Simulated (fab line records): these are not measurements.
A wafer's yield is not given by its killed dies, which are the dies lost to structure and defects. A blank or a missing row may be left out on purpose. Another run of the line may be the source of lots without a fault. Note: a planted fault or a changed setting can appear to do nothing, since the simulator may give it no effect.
2 desks, one fault :: flow gf180mcu :: only its own numbers are on each desk; what lay behind them is given at the end

== AT THE TOOL OWNER'S DESK: cmp-01 ==
The tool's own readings at GF_V5_CMP_04 (polishes SiO2): means of the sampled wafers that have a number, for each lot that ran on this tool. Marked OUT: a lot whose mean sits more than 4 standard deviations from the usual mean, which makes it out of limits; the brackets give that distance.
Columns: A = motor current A at GF_V5_CMP_04, usual 12.0 A; B = platen rpm at GF_V5_CMP_04, usual 60.00 rpm
lot: L812
first seen here: day 26 22:17
A: 10.6
B: 59.97

lot: L814
first seen here: day 27 13:32
A: 12.5
B: 60.01

lot: L815
first seen here: day 27 23:08
A: 11.4
B: 60.01

lot: L816
first seen here: day 28 08:25
A: 11.9
B: 59.99

lot: L817
first seen here: day 28 15:17
A: 12.2
B: 60.02

lot: L818
first seen here: day 28 21:47
A: 12.3
B: 60.00

lot: L827
first seen here: day 31 15:35
A: 11.8
B: 59.99

lot: L828
first seen here: day 31 18:59
A: 12.4
B: 60.02
Result from this desk: across the 8 lots, nothing is out of limits.

== THE METROLOGY DESK ==
Means of the sampled wafers that have a number, per lot and without regard to the tool the lot ran on: this is what the gauges read. Marked OUT: a lot whose mean sits more than 4 standard deviations from the usual mean, which makes it out of limits; the brackets give that distance.
Columns: A = V5_BOW at GF_V5_BOW_MEAS_05, usual 136 um
lot: L810
first seen here: day 26 02:16
A: 136

lot: L811
first seen here: day 26 18:29
A: 131

lot: L812
first seen here: day 26 22:35
A: 138

lot: L813
first seen here: day 27 07:44
A: 142

lot: L814
first seen here: day 27 13:47
A: 126

lot: L815
first seen here: day 27 23:21
A: 130

lot: L816
first seen here: day 28 08:43
A: 125

lot: L817
first seen here: day 28 15:35
A: 138

lot: L818
first seen here: day 28 22:08
A: 134

lot: L827
first seen here: day 31 15:52
A: 125

lot: L828
first seen here: day 31 19:17
A: 137

lot: L830
first seen here: day 32 06:26
A: 122

lot: L833
first seen here: day 32 23:23
A: 139
Result from this desk: across the 13 lots, nothing is out of limits.

== PUT TOGETHER ==
The desk of the tool owner found nothing out of limits.
At the metrology desk, nothing out of limits was observed.

== WHAT THE SIMULATOR HAD INSERTED ==
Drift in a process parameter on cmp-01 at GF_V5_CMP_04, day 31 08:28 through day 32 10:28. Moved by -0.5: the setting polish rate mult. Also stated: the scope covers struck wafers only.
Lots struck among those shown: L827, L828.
